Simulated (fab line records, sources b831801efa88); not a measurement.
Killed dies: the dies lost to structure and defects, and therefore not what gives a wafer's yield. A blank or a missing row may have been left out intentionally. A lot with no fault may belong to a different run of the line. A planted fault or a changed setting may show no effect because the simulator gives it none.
Struck lot and sound lot, side by side | flow sky130 | 15 out of 708 route steps
Sound: these wafers, L703.1, L703.4, L703.5. Wafers L710.1, L710.3, L710.6 were the ones struck. The cause is named last.
At each step with rows: each side's tool, then ch and its chambers, then its first start. Under that, the readings that differ: sound wafers | struck wafers | difference of the means | sigmas: that difference in standard deviations of wafers without a fault.
alike: readings with means less than 2 such deviations apart, plus words and numbers identical on both sides. not compared: withheld readings, readings lacking a value on some wafer, bounds such as >300 that could conceal the same value, and numbers that have no deviation in the record and whose values overlap.
A row with sigmas, a row that says differs or no value, or rows on one side alone: a step with any of these is where the two part. Numbers that don't overlap but have no deviation are shown without sigmas and don't part them. A reading missing from all wafers of one side parts the sides only when that side holds two or more wafers.

first, 2 steps without rows for these wafers: SKY_VIA3_CLEAN_18 (cleans in IPA, time 180 s); SKY_VIA3_CLEAN_19 (cleans in O3/DIW).
SKY_VIA3_SPUTTER_20: material TiN, target thk 20 nm, time 80 s.
  struck on pvd sputter-01, day 44 21:28; sound on pvd sputter-03, day 42 19:43
  reading                | sound          | struck         | difference | sigmas
  throttle valve pct (%) | 30.3 30.5 31.2 | 28.2 29.0 28.1 | -2.2       | -2
SKY_VIA3_CVD_21: deposits W, target thk 390 nm, time 117.31 s.
  sound on cvd w-02 ch 0,1, day 42 19:47; struck on cvd w-02 ch 0,1, day 44 21:31
  alike: chamber pressure Torr, heater power outer w, heater power w
SKY_VIA3_RS_MEAS_22: the measuring method here is four-point-probe.
  struck on film metro-03, day 44 21:39; sound on film metro-02, day 42 19:55
  alike: VIA3_W_RS
SKY_VIA3_THK_MEAS_23: measures by xrf.
  struck on film metro-03, day 44 21:46; sound on film metro-02, day 42 20:02
  alike: VIA3_W_THK
then, 1 step without rows for these wafers: SKY_VIA3_CMP_24 (polishes, stops on SiO2, t overpolish 20 s, target thk 0 nm).
SKY_METAL4_SPUTTER_00: material Ti, target thk 15 nm, time 10 s.
  struck on pvd sputter-01, day 44 22:08; sound on pvd sputter-04, day 42 20:23
  alike: throttle valve pct
then, 2 steps without rows for these wafers: SKY_METAL4_SPUTTER_01 (material TiN, target thk 20 nm, time 16.7 s); SKY_METAL4_SPUTTER_02 (material AlCu, target thk 735 nm, time 39.1 s).
SKY_METAL4_SPUTTER_03: material Ti, target thk 5 nm, time 3.3 s.
  struck on pvd sputter-01, day 44 22:13; sound on pvd sputter-04, day 42 20:28
  alike: throttle valve pct
then, 1 step without rows for these wafers: SKY_METAL4_SPUTTER_04 (material TiN, target thk 70 nm, time 58.3 s).
SKY_CAP2M_CVD_00: deposits SiO2, target thk 15.5 nm.
  sound on pecvd-02 ch 0,1,2, day 42 20:32; struck on pecvd-01 ch 1,2, day 44 22:17
  no value came back on the struck wafers for heater power outer w (W), heater power w (W); on the sound wafers heater power outer w (W) reads 425 438 465
SKY_CAP2M_SPUTTER_02: material TiN, target thk 200 nm, time 166.7 s.
  struck on pvd sputter-04, day 44 22:22; sound on pvd sputter-02, day 42 20:37
  alike: throttle valve pct
-- the record jumps here: 5 days lie between the struck wafers' starts before and after (it left off in module CAP2M and takes up again in module PAD_OPEN, whose first step shown is number 708 of the route) --
SKY_PAD_OPEN_PROBE_99:
  struck on prober-02, day 50 00:08; sound on prober-02, day 48 11:23
  reading                  | sound          | struck         | difference | sigmas
  defect limited yield (%) | 82.5 83.7 81.5 | 0 0 0          | -83        | -43
  killed at other          | 1 0 0          | 400 422 400    | +407       | +99 or more
  killed dies              | 86 80 91       | 492 492 492    | +406       | +43
  killed on rim            | 9 22 20        | 96 96 96       | +79        | +21
  sort_bin_5_function (%)  | 11.2 9.8 11.0  | 93.1 94.1 91.1 | +82.1      | +59
  sort n pass              | 406 412 401    | 0 0 0          | -406       | -37
  sort yield pct (%)       | 82.5 83.7 81.5 | 0 0 0          | -83        | -38
  alike: killed_at_M0_to_M3, killed_at_M4_up, killed at contacts, killed at front end, killed open, killed short, sort_bin_3_pad_short, sort_bin_6_memory, sort_bin_8_speed

## WHERE THEY PART
Earliest at SKY_VIA3_SPUTTER_20; latest, in this record, at SKY_PAD_OPEN_PROBE_99.

WHY: the cause the simulator had injected
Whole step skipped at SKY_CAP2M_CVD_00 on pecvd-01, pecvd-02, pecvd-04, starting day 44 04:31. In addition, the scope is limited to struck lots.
